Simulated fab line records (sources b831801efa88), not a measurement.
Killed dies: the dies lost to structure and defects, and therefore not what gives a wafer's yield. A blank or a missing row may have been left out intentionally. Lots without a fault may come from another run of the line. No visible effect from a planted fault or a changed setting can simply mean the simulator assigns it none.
A lot that was struck, set against a sound lot :: flow sky130 :: 24 out of 708 route steps
Sound: these wafers, L232.4, L232.5, L232.6. Wafers struck: L224.2, L224.4, L224.6. The cause is named last.
Per side, at each step with rows, come the tool, then ch with its chambers, and then its first start. Under that, the readings that differ: sound wafers :: struck wafers :: difference of the means :: sigmas: that difference in standard deviations of wafers without a fault.
alike: same words and numbers on both sides, and readings whose means sit less than 2 such deviations apart. not compared: any withheld reading, any reading some wafer has no value for, any bound like >300 that may hide the same value, and any number with overlapping values for which the record gives no deviation.
A row with sigmas, a row that says differs or no value, or rows on one side alone: a step with any of these is where the two part. When numbers do not overlap yet have no deviation, they are printed without sigmas and do not part them. A reading missing from all wafers of one side parts the sides only when that side holds two or more wafers.

SKY_LI_CONTACT_SPUTTER_19: material Ti, target thk 20 nm, time 106.37 s.
  sound: pvdSputter-01 at day 35 22:32; struck: pvdSputter-01 at day 32 12:12
  alike: throttleValvePct
SKY_LI_CONTACT_SPUTTER_20: material TiN, target thk 20 nm, time 80 s.
  sound: pvdSputter-01 at day 35 22:37; struck: pvdSputter-01 at day 32 12:16
  alike: throttleValvePct
then, 1 step without rows for these wafers: SKY_LI_CONTACT_CVD_21 (deposits W, target thk 400 nm, time 120.56 s).
SKY_LI_CONTACT_RS_MEAS_22: uses a four-point probe to measure.
  sound: filmMetro-01 at day 35 22:51; struck: filmMetro-03 at day 32 12:36
  alike: LI_CONTACT_W_RS
SKY_LI_CONTACT_THK_MEAS_23: measures by xrf.
  sound: filmMetro-01 at day 35 22:56; struck: filmMetro-03 at day 32 12:43
  alike: LI_CONTACT_W_THK
SKY_LI_CONTACT_CMP_24: polishes, stops on PSG, t overpolish 20 s, target thk 0 nm.
  sound on cmp-02 ch 2,3, day 35 22:58; struck on cmp-01 ch 2,3, day 32 12:46
  alike: headPressurePsi, motorCurrentA, overpolishRunS, timeToEndpointS
SKY_LOCAL_INTERCONNECT_SPUTTER_00: material TiN, target thk 100 nm, time 83.3 s.
  sound: pvdSputter-03 at day 35 23:18; struck: pvdSputter-02 at day 32 13:04
  alike: throttleValvePct
SKY_LOCAL_INTERCONNECT_RS_MEAS_01: uses a four-point probe to measure.
  sound: filmMetro-02 at day 35 23:24; struck: filmMetro-03 at day 32 13:09
  alike: LOCAL_INTERCONNECT_TIN_RS
SKY_LOCAL_INTERCONNECT_THK_MEAS_02: measures by xrf.
  sound: filmMetro-02 at day 35 23:29; struck: filmMetro-03 at day 32 13:16
  alike: LOCAL_INTERCONNECT_TIN_THK
then, 3 steps without rows for these wafers: SKY_LOCAL_INTERCONNECT_DEHYDRATE_03 (time 60 s); SKY_LOCAL_INTERCONNECT_HMDS_04 (prime time 60 s); SKY_LOCAL_INTERCONNECT_COAT_05 (resist thk 60 nm).
SKY_LOCAL_INTERCONNECT_COAT_06: resist thk 450 nm.
  sound on lithoTrack-04 ch 0, day 36 12:00; struck on lithoTrack-03 ch 0, day 33 02:00
reading: spinSpeedRpm (rpm)
sound: 3000.7 2996.1 2996.8
struck: 3197.0 3194.7 3194.2
difference: +197.4
sigmas: +99 or more

reading: model.KrF-thick_of_LOCAL_INTERCONNECT_COAT_06.thkNm (nm)
sound: 447.2 448.8 448.3
struck: 435.9 437.7 437.4
difference: -11.1
sigmas: 
then, 4 steps without rows for these wafers: SKY_LOCAL_INTERCONNECT_SOFTBAKE_07 (time 90 s); SKY_LOCAL_INTERCONNECT_EXPOSE_08 (exposes mask LI1M, target cd 170 nm); SKY_LOCAL_INTERCONNECT_PEB_09; SKY_LOCAL_INTERCONNECT_DEVELOP_10 (develop time 60 s).
SKY_LOCAL_INTERCONNECT_CD_MEAS_11: target cd 170 nm.
  sound: cdSem-01 at day 37 01:46; struck: cdSem-02 at day 33 15:35
  alike: cdNm
SKY_LOCAL_INTERCONNECT_OVL_MEAS_12:
  sound: overlay-01 at day 37 01:50; struck: overlay-01 at day 33 15:41
  alike: LOCAL_INTERCONNECT_OVL
SKY_LOCAL_INTERCONNECT_ETCH_13: etches BARC in N2/H2, stops on SiO2, time 45.9 s, target depth 60 nm.
  sound on rieMetal-04 ch 1, day 37 01:55; struck on rieMetal-02 ch 0,1, day 33 15:43
  alike: drypumpMotorCurrentA, h2FlowSccm, heBacksideLeakSccm, oesProductAu, throttleValvePct
  not compared: rfHoursCounterH
SKY_LOCAL_INTERCONNECT_METAL_ETCH_14: etches TiN in Cl2/BCl3, stops on PSG, target depth 110 nm, time 31.4 s.
  sound on rieMetal-04 ch 1, day 37 02:02; struck on rieMetal-02 ch 0,1, day 33 15:47
reading: model.KrF-thick_of_LOCAL_INTERCONNECT_COAT_06.thkNm (nm)
sound: 345.2 346.7 346.3
struck: 335.9 335.5 337.5
difference: -9.8
sigmas: 
  alike: drypumpMotorCurrentA, heBacksideLeakSccm, oesProductAu, throttleValvePct
  not compared: rfHoursCounterH
SKY_LOCAL_INTERCONNECT_STRIP_15: strips in O2/N2.
  sound on plasmaAsher-03 ch 0,1, day 37 02:07; struck on plasmaAsher-02 ch 0,1, day 33 15:50
reading: stripTimeToEndpointS (s)
sound: 4.671 4.699 4.678
struck: 4.595 4.586 4.606
difference: -0.087
sigmas: -4
  alike: drypumpMotorCurrentA, oesProductAu
  not compared: rfHoursCounterH
then, 1 step without rows for these wafers: SKY_LOCAL_INTERCONNECT_STRIP_16 (strips in post etch residue remover, time 1200 s).
SKY_PAD_OPEN_PROBE_99:
  rows exist in the record for the sound wafers here (prober-02, day 50 06:22), none for the struck ones

WHERE THEY PART
At SKY_LOCAL_INTERCONNECT_COAT_06 first; at SKY_PAD_OPEN_PROBE_99 last (within this record only).

WHY: whatever the simulator had introduced
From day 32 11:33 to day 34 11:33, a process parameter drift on lithoTrack-03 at SKY_LOCAL_INTERCONNECT_COAT_06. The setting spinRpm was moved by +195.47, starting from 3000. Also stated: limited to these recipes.
